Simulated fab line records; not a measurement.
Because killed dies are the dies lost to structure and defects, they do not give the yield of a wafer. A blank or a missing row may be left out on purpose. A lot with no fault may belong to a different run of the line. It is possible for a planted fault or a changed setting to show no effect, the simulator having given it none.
2 desks looking at one fault -- flow sky130 -- each desk has only its own numbers; what lay behind them comes last

== THE TOOL OWNER'S DESK: rie-diel-02 ==
The tool's own readings at SKY_VIA2_ETCH_14 (etches BARC in N2/H2, stops on SiO2, time 45.9 s, target depth 60 nm): means of the sampled wafers that have a number, for each lot that ran on this tool. If a lot's mean is further than 4 standard deviations from the usual mean, the lot is out of limits and carries the mark OUT (the distance appears in the brackets).
Columns: A = drypump-motor-current-A at SKY_VIA2_ETCH_14, usual 5.7 A; B = oes-product-au at SKY_VIA2_ETCH_14, usual 0.855 a.u.; C = throttle-valve-pct at SKY_VIA2_ETCH_14, usual 13.225 %
lot,first seen here,A,B,C
L955,day 38 09:11,6.1,0.850,13.226
L957,day 39 05:22,5.7,0.853,13.225
L969,day 42 02:02,5.5,0.862,13.227
L972,day 42 17:56,6.0,0.859,13.227
Result from this desk: across the 4 lots, nothing is out of limits.

== AT THE METROLOGY DESK ==
What the gauges read, lot by lot, whatever tool the lot ran on: means of the sampled wafers that have a number. If a lot's mean is further than 4 standard deviations from the usual mean, the lot is out of limits and carries the mark OUT (the distance appears in the brackets).
Columns: A = VIA2_BOW at SKY_VIA2_BOW_MEAS_03, usual 87 um; B = cd-nm at SKY_VIA2_CD_MEAS_12, usual 200.3 nm; C = VIA2_OVL at SKY_VIA2_OVL_MEAS_13, usual -3 nm
lot,first seen here,A,B,C
L955,day 37 07:19,83,198.7,1
L956,day 37 08:35,96,198.9,-4
L957,day 38 04:15,94,199.7,0
L965,day 40 02:47,81,199.8,-3
L969,day 41 02:30,96,200.7,-5
L972,day 41 18:08,73,201.1,-3
Result from this desk: across the 6 lots, nothing is out of limits.

== BROUGHT TOGETHER ==
The desk of the tool owner found nothing out of limits.
At the metrology desk, nothing out of limits was observed.

== WHAT THE SIMULATOR HAD INSERTED ==
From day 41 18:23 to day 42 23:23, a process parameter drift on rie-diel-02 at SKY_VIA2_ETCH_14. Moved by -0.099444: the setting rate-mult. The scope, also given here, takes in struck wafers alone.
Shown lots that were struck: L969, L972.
